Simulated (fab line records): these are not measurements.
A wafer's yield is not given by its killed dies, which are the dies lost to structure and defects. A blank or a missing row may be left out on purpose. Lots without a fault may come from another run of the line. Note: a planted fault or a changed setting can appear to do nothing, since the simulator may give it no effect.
fab line records	flow sfq_line
[record] lots = 14	wafers = 42	last_day = 91
route steps=325 shown M0@41 I0@43 I1@74
lots with no fault: from the same line, run without faults
start_h: start of the lot's first displayed wafer, in hours after the record's first day	wait_h: time in hours since the lot's previous step	" the same as in the row above	L1.1+2: a single row standing in for several wafers	- no value, or no start was given	* or withheld: withheld	< > ~ a bound
route shown NAME@n: NAME is a module with steps in the file, n the number in the route of the first one	usual: the fault-free wafers' mean and standard deviation	same: alike in all rows	chamber/n: place in a boat	sites: per-site readings	_std_site: the values' standard deviation	_edge_site: the outer-site mean with the inner-site mean subtracted	radius_mm: for every site, how far away it sits from the centre of the wafer	mask NAME#n: copy n	behind: the most recent tool/chamber to have shaped the wafer	hold: what put the lot on hold/how long, in hours/how the hold closed	device: the transistor (n, p or np) that didn't switch	end of line: the route-end tests of the same wafers	a step without rows: its recipe alone	killed: dies lost to structure and defects at the first sort, not the wafer's yield	map: shows each die of a wafer: x if killed, . if not, _ if none is there
set.NAME: setting as actually run; set.NAME@STEP: the setting as run at that earlier step	model.NAME: the simulator's own value behind a step, which no gauge read
route steps across a sampled set of lots; one table per step, one row per wafer
services: the hour from which a tool's chamber was out of use, counted from the record's first day as start_h (under 0 if before that day), plus the number of hours and why
[[steps]]
[step SFQ_TRILAYER_M0_STRIP_STRIP_025]
[recipe] gas = O2	power_w = 200	platen_temp_c = 40	overash_fraction = 0.65	chemistry = O2	pressure_mtorr = 50
[usual] drypump_motor_current_A = 5.4/0.45	oes_product_au = 1.004/0.0088
lot.wafer	tool	chamber	start_h	wait_h	drypump_motor_current_A	oes_product_au	rf_hours_counter_h
L783.1	rie_metal-04	0	117.11	0.1	5.0	1.011	32
L783.2	"	1	"	"	6.2	0.999	183
L783.6	"	1	"	"	6.2	1.007	-
L784.1	rie_metal-01	0	123.11	0.1	5.8	1.011	27
L784.4	"	1	"	"	5.0	1.011	-
L784.6	"	1	"	"	5.0	1.013	-
L785.3	rie_metal-03	1	129.31	0.2	4.9	0.991	-
L785.4	"	0	"	"	5.6	0.996	-
L785.5	"	1	"	"	4.9	0.992	-
L787.1	rie_metal-03	0	139.91	0.1	5.6	1.009	101
L787.4	"	1	"	"	4.9	1.004	-
L787.6	"	0	"	"	5.6	1.007	-
L790.2	rie_metal-03	1	163.71	0.1	4.9	0.986	114
L790.3	"	0	"	"	5.7	0.998	-
L790.4	"	1	"	"	4.9	0.991	-
L791.1	rie_metal-01	1	175.67	0.1	5.0	1.015	17
L791.2	"	0	"	"	5.8	0.985	34
L791.3	"	0	"	"	5.8	0.996	-
L792.1	rie_metal-04	0	179.27	0.1	5.0	1.008	46
L792.2	"	1	"	"	6.2	1.009	188
L792.6	"	1	"	"	6.2	0.992	-
L796.3	rie_metal-04	1	201.82	0.2	6.2	1.006	-
L796.5	"	1	"	"	6.2	1.011	-
L796.6	"	0	"	"	5.0	1.001	-
L797.1	rie_metal-03	0	208.92	0.1	5.6	1.012	113
L797.2	"	1	"	"	4.9	1.003	122
L797.4	"	0	"	"	5.6	0.998	-
L802.2	rie_metal-01	0	234.12	0.1	5.8	0.996	46
L802.5	"	1	"	"	5.0	1.023	-
L802.6	"	0	"	"	5.8	0.998	-
L803.2	rie_metal-04	1	238.92	0.1	6.2	1.002	3
L803.3	"	0	"	"	5.0	1.004	-
L803.5	"	0	"	"	5.0	0.995	-
L804.2	rie_metal-01	0	247.32	0.1	5.8	0.998	48
L804.3	"	1	"	"	5.0	1.011	-
L804.6	"	0	"	"	5.8	0.992	-
L805.1	rie_metal-03	0	252.12	0.1	5.6	0.998	122
L805.2	"	1	"	"	4.9	0.995	131
L805.6	"	1	"	"	4.9	0.995	-
L806.1	rie_metal-03	1	256.92	0.1	4.9	1.005	132
L806.2	"	0	"	"	5.6	1.011	123
L806.4	"	0	"	"	5.6	1.001	-
[step SFQ_TRILAYER_I0_DEP_PECVD_027]
[recipe] material = SiO2	temp_c = 150	time_s = 111.11	pressure_torr = 2.4	rf_w = 183.3	precursor = SiH4/N2O	target_thk_nm = 500
[usual] heater_power_w = 83/12	susceptor_temp_C = 149.99/0.17	throttle_valve_pct = 24.6/1.2
lot.wafer	tool	chamber	start_h	wait_h	heater_power_w	susceptor_temp_C	throttle_valve_pct
L783.1	pecvd-02	2	117.89	0.0	95	150.12	24.0
L783.2	"	1	"	"	92	150.19	23.1
L783.6	"	1	"	"	74	149.89	23.3
L784.1	pecvd-01	2	123.89	0.0	105	150.12	23.0
L784.4	"	0	"	"	80	149.86	26.2
L784.6	"	1	"	"	83	149.91	23.5
L785.3	pecvd-01	0	129.89	0.0	67	150.19	26.4
L785.4	"	2	"	"	92	150.07	22.7
L785.5	"	1	"	"	88	149.91	23.7
L787.1	pecvd-01	1	140.70	0.0	83	149.94	23.8
L787.4	"	2	"	"	89	150.00	22.8
L787.6	"	0	"	"	79	150.18	26.7
L790.2	pecvd-03	2	164.49	0.0	66	150.05	26.0
L790.3	"	0	"	"	88	150.00	25.4
L790.4	"	0	"	"	88	149.92	25.7
L791.1	pecvd-03	0	176.44	0.0	78	150.00	25.5
L791.2	"	2	"	"	59	150.10	26.1
L791.3	"	1	"	"	70	149.95	25.2
L792.1	pecvd-02	2	180.22	0.0	91	149.74	24.1
L792.2	"	0	"	"	66	149.67	24.7
L792.6	"	0	"	"	71	149.90	24.2
L796.3	pecvd-01	2	202.57	0.0	106	149.94	23.1
L796.5	"	2	"	"	110	150.24	22.8
L796.6	"	0	"	"	76	150.20	26.3
L797.1	pecvd-02	0	209.71	0.0	79	149.71	24.5
L797.2	"	2	"	"	89	149.98	24.0
L797.4	"	2	"	"	93	150.00	24.0
L802.2	pecvd-03	0	234.89	0.0	78	149.87	25.8
L802.5	"	1	"	"	74	149.94	25.3
L802.6	"	0	"	"	80	150.10	25.5
L803.2	pecvd-02	1	239.69	0.0	91	150.15	23.7
L803.3	"	0	"	"	74	150.01	24.9
L803.5	"	2	"	"	100	150.15	24.1
L804.2	pecvd-03	0	248.09	0.0	87	150.11	25.6
L804.3	"	1	"	"	78	149.98	25.0
L804.6	"	2	"	"	68	149.78	25.9
L805.1	pecvd-02	1	252.89	0.0	83	150.02	23.9
L805.2	"	0	"	"	78	149.78	24.8
L805.6	"	1	"	"	86	149.92	23.7
L806.1	pecvd-01	2	257.69	0.0	98	150.02	23.1
L806.2	"	1	"	"	90	149.79	23.8
L806.4	"	1	"	"	73	149.71	24.0
[step SFQ_TRILAYER_I0_VIA_STRIP_STRIP_035]
[recipe] gas = O2	power_w = 200	platen_temp_c = 40	overash_fraction = 0.65	chemistry = O2	pressure_mtorr = 50
[usual] drypump_motor_current_A = 5.3/0.44	oes_product_au = 1.002/0.009
lot.wafer	tool	chamber	start_h	wait_h	drypump_motor_current_A	oes_product_au	rf_hours_counter_h
L783.1	rie_metal-03	0	222.12	-	5.7	0.993	117
L783.2	"	1	"	"	4.9	0.992	125
L783.6	"	0	"	"	5.6	0.994	-
L784.1	rie_metal-02	1	228.11	-	4.8	1.012	24
L784.4	"	1	"	"	4.8	1.006	-
L784.6	"	1	"	"	4.8	1.000	-
L785.3	rie_metal-03	0	234.31	-	5.6	0.998	-
L785.4	"	1	"	"	4.9	0.988	-
L785.5	"	0	"	"	5.6	0.985	-
L787.1	rie_metal-02	0	247.31	-	5.8	1.006	85
L787.4	"	1	"	"	4.8	0.991	-
L787.6	"	0	"	"	5.8	1.019	-
L790.2	rie_metal-02	0	261.71	-	5.8	1.002	88
L790.3	"	0	"	"	5.8	1.004	-
L790.4	"	1	"	"	4.8	1.003	-
L791.1	rie_metal-03	1	273.71	-	4.9	0.983	135
L791.2	"	0	"	"	5.6	1.003	126
L791.3	"	0	"	"	5.6	1.001	-
L792.1	rie_metal-03	0	278.51	-	5.6	0.999	127
L792.2	"	1	"	"	4.9	0.988	136
L792.6	"	1	"	"	4.9	0.988	-
L796.3	rie_metal-02	0	313.90	-	5.8	1.009	-
L796.5	"	0	"	"	5.8	1.013	-
L796.6	"	1	"	"	4.8	0.999	-
L797.1	rie_metal-03	0	319.70	-	5.7	0.991	134
L797.2	"	0	"	"	5.6	0.989	-
L797.4	"	0	"	"	5.6	0.992	-
L802.2	rie_metal-03	1	366.40	-	4.9	1.009	149
L802.5	"	1	"	"	4.9	1.004	-
L802.6	"	0	"	"	5.6	1.014	-
L803.2	rie_metal-03	0	371.20	-	5.7	0.996	144
L803.3	"	1	"	"	4.9	0.988	-
L803.5	"	1	"	"	4.9	0.994	-
L804.2	rie_metal-02	0	379.60	-	5.8	0.999	104
L804.3	"	1	"	"	4.8	0.996	-
L804.6	"	1	"	"	4.8	0.999	-
L805.1	rie_metal-03	0	386.90	-	5.6	1.003	147
L805.2	"	1	"	"	4.9	0.992	153
L805.6	"	0	"	"	5.6	1.002	-
L806.1	rie_metal-02	1	394.10	-	4.8	1.018	49
L806.2	"	0	"	"	5.8	1.004	107
L806.4	"	0	"	"	5.8	1.006	-
[step SFQ_TRILAYER_I1_CMP_CMP_046]
[recipe] material = SiO2	down_force_psi = 3	platen_rpm = 60	pad_velocity_m_s = 0.94248
[usual] motor_current_A = 10.2/1.4	time_to_endpoint_s = 217/7.4
lot.wafer	tool	chamber	start_h	wait_h	motor_current_A	time_to_endpoint_s
L783.2	cmp-01	3	252.60	2.1	10.1	207
L783.1	"	2	254.10	3.6	10.5	203
L783.6	"	0	255.10	4.5	12.0	205
L784.4	cmp-01	1	258.60	2.0	7.8	226
L784.1	"	0	260.10	3.6	12.6	216
L784.6	"	2	261.10	4.5	10.4	213
L785.4	cmp-02	2	268.20	6.8	11.6	232
L785.3	"	3	"	"	8.8	229
L785.5	"	2	270.20	8.8	11.9	233
L787.1	cmp-02	3	287.09	10.2	8.4	219
L787.4	"	0	"	"	11.1	233
L787.6	"	0	289.59	12.6	11.0	221
L790.2	cmp-02	2	302.09	10.8	12.3	224
L790.3	"	0	303.09	11.8	10.1	219
L790.4	"	1	"	"	10.0	225
L791.1	cmp-01	2	308.17	8.2	10.8	214
L791.2	"	3	"	"	10.1	204
L791.3	"	1	309.67	9.7	7.7	259
L792.2	cmp-01	1	314.17	9.6	8.0	222
L792.1	"	3	315.17	10.6	10.5	211
L792.6	"	1	316.17	11.6	7.3	269
L796.3	cmp-02	3	338.59	3.8	8.4	216
L796.6	"	2	340.09	5.3	11.2	220
L796.5	"	3	"	"	8.4	219
L797.1	cmp-02	2	342.41	0.0	11.5	211
L797.2	"	3	"	"	9.2	216
L797.4	"	0	"	"	10.7	219
L802.2	cmp-02	0	389.41	0.0	10.2	219
L802.5	"	0	391.41	2.0	10.3	224
L802.6	"	1	"	"	9.8	225
L803.3	cmp-01	3	392.00	0.5	10.1	209
L803.2	"	0	"	"	12.6	214
L803.5	"	0	394.50	2.9	12.1	215
L804.2	cmp-02	3	403.87	3.9	8.5	216
L804.3	"	0	"	"	10.0	225
L804.6	"	2	405.37	5.4	11.5	229
L805.1	cmp-02	2	412.87	4.5	12.0	225
L805.2	"	3	"	"	8.8	209
L805.6	"	0	"	"	10.8	223
L806.1	cmp-02	0	418.37	4.0	10.7	208
L806.2	"	1	"	"	10.0	202
L806.4	"	2	"	"	11.8	217
[step SFQ_TRILAYER_I1_METRO_MEASURE_047]
[usual] thk_nm = 200.0/1
lot.wafer	tool	chamber	start_h	wait_h	thk_nm
L783.1	film_metro-02	-	255.72	0.1	199.6
L783.2	"	-	"	"	200.2
L783.6	"	-	"	"	199.9
L784.1	film_metro-02	-	261.72	0.1	199.4
L784.4	"	-	"	"	200.3
L784.6	"	-	"	"	198.3
L785.3	film_metro-03	-	271.72	0.5	199.7
L785.4	"	-	"	"	200.7
L785.5	"	-	"	"	200.6
L787.1	film_metro-02	-	290.21	0.1	200.5
L787.4	"	-	"	"	200.6
L787.6	"	-	"	"	199.7
L790.2	film_metro-03	-	305.41	0.3	200.9
L790.3	"	-	"	"	200.0
L790.4	"	-	"	"	198.9
L791.1	film_metro-03	-	311.29	0.1	199.1
L791.2	"	-	"	"	198.2
L791.3	"	-	"	"	151.0
L792.1	film_metro-03	-	317.29	0.1	198.9
L792.2	"	-	"	"	200.5
L792.6	"	-	"	"	150.5
L796.3	film_metro-04	-	341.61	0.5	199.9
L796.5	"	-	"	"	200.0
L796.6	"	-	"	"	201.4
L797.1	film_metro-03	-	345.53	0.1	201.0
L797.2	"	-	"	"	198.9
L797.4	"	-	"	"	198.9
L802.2	film_metro-03	-	392.73	0.3	199.9
L802.5	"	-	"	"	200.5
L802.6	"	-	"	"	201.8
L803.2	film_metro-02	-	395.32	0.3	200.4
L803.3	"	-	"	"	198.9
L803.5	"	-	"	"	199.2
L804.2	film_metro-03	-	406.19	0.3	200.2
L804.3	"	-	"	"	201.0
L804.6	"	-	"	"	201.6
L805.1	film_metro-03	-	414.99	0.1	200.5
L805.2	"	-	"	"	199.4
L805.6	"	-	"	"	197.4
L806.1	film_metro-02	-	420.99	0.1	198.6
L806.2	"	-	"	"	199.2
L806.4	"	-	"	"	199.5
[step SFQ_TRILAYER_I1_VIA_ETCH_VIA_ETCH_052]
[recipe] target = SiO2	stop_on = Nb	mask_material = PR	taper_deg = 20	chemistry = CHF3	target_depth_nm = 260	source_w = 500	bias_w = 80	pressure_mtorr = 30	time_s = withheld
[usual] drypump_motor_current_A = 5.5/0.46	oes_product_au = 0.854/0.0049
lot.wafer	tool	chamber	start_h	wait_h	drypump_motor_current_A	oes_product_au
L783.1	rie_diel-03	0	381.88	0.0	4.8	0.863
L783.2	"	1	"	"	5.6	0.853
L783.6	"	1	"	"	5.6	0.855
L784.1	rie_diel-01	2	389.18	0.0	5.8	0.854
L784.4	"	0	"	"	6.4	0.846
L784.6	"	2	"	"	5.8	0.851
L785.3	rie_diel-03	0	399.98	0.0	4.8	0.853
L785.4	"	1	"	"	5.6	0.855
L785.5	"	0	"	"	4.8	0.852
L787.1	rie_diel-03	2	420.38	0.0	5.7	0.859
L787.4	"	1	"	"	5.6	0.852
L787.6	"	1	"	"	5.6	0.850
L790.2	rie_diel-03	2	438.38	0.0	5.7	0.858
L790.3	"	1	"	"	5.6	0.853
L790.4	"	3	"	"	4.9	0.854
L791.1	rie_diel-04	1	446.33	0.0	5.8	0.857
L791.2	"	0	"	"	5.8	0.851
L791.3	"	3	"	"	5.7	0.732
L792.1	rie_diel-03	1	460.31	0.0	5.6	0.849
L792.2	"	2	"	"	5.7	0.850
L792.6	"	3	"	"	4.9	0.730
L796.3	rie_diel-03	2	492.48	0.0	5.7	0.854
L796.5	"	2	"	"	5.7	0.852
L796.6	"	3	"	"	4.9	0.865
L797.1	rie_diel-01	1	498.48	0.0	4.9	0.853
L797.2	"	0	"	"	6.4	0.849
L797.4	"	1	"	"	4.9	0.853
L802.2	rie_diel-03	3	541.26	0.0	4.9	0.855
L802.5	"	1	"	"	5.6	0.856
L802.6	"	0	"	"	4.8	0.872
L803.2	rie_diel-03	3	553.26	0.0	4.9	0.858
L803.3	"	1	"	"	5.6	0.852
L803.5	"	0	"	"	4.8	0.856
L804.2	rie_diel-01	2	566.56	0.0	5.8	0.856
L804.3	"	1	"	"	4.9	0.861
L804.6	"	2	"	"	5.7	0.861
L805.1	rie_diel-04	0	573.76	0.0	5.7	0.861
L805.2	"	1	"	"	5.8	0.853
L805.6	"	3	"	"	5.7	0.848
L806.1	rie_diel-03	3	583.36	0.0	4.9	0.853
L806.2	"	0	"	"	4.8	0.852
L806.4	"	2	"	"	5.7	0.852
[[services]]
tool	chamber	start_h	hours	kind
film_metro-03	-	169.04	1.1	pm
cmp-02	-	171.00	0.6	repair
film_metro-03	-	177.06	0.7	pm
rie_diel-03	1	180.74	5.7	repair
rie_diel-03	0	208.00	7.2	repair
rie_diel-03	-	218.34	4.3	pm
cmp-02	-	233.79	4.0	pm
cmp-02	-	258.79	6.4	pm
cmp-02	-	274.08	1.0	repair
cmp-02	-	274.16	0.5	repair
rie_diel-03	2	293.35	8.2	repair
rie_metal-03	1	313.36	6.5	repair
cmp-02	-	367.25	0.7	repair
cmp-02	-	371.11	0.8	repair
rie_metal-03	1	390.97	9.3	repair
cmp-02	-	394.77	1.0	repair
cmp-02	-	458.36	0.6	repair
rie_diel-03	0	459.77	4.2	repair
rie_diel-03	-	476.40	1.1	repair
rie_metal-03	-	479.56	0.6	repair
cmp-02	-	507.42	0.5	repair
cmp-02	-	508.06	1.7	repair
cmp-02	-	545.38	5.8	pm
cmp-02	-	576.73	4.0	pm
[[key]]
[first_sign] step = SFQ_TRILAYER_I1_CMP_CMP_046	reading = time_to_endpoint_s	direction = up	sigmas = 6.4	usual = *	struck = *
[effect] step = SFQ_TRILAYER_I1_METRO_MEASURE_047	reading = thk_nm	direction = down	sigmas = 48	usual = 200.0	struck = 150.8
[effect] step = SFQ_TRILAYER_I1_VIA_ETCH_VIA_ETCH_052	reading = oes_product_au	direction = down	sigmas = 25	usual = 0.854	struck = 0.731
met_at SFQ_TRILAYER_I1_CMP_CMP_046
struck_lots L791,L792
struck_wafers L791.3,L792.6
not_acting_at SFQ_TRILAYER_M0_STRIP_STRIP_025,SFQ_TRILAYER_I0_DEP_PECVD_027,SFQ_TRILAYER_I0_VIA_STRIP_STRIP_035
onset_between 258.60 308.17
[fault] kind = process_parameter_drift	tool = cmp-01	chamber = -	onset_h = 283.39	steps = SFQ_TRILAYER_I1_CMP_CMP_046	channel = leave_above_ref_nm	offset = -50	shape = step	end_h = 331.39	scope = struck_wafers_only	acts_in = these_recipes_only	stated = 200
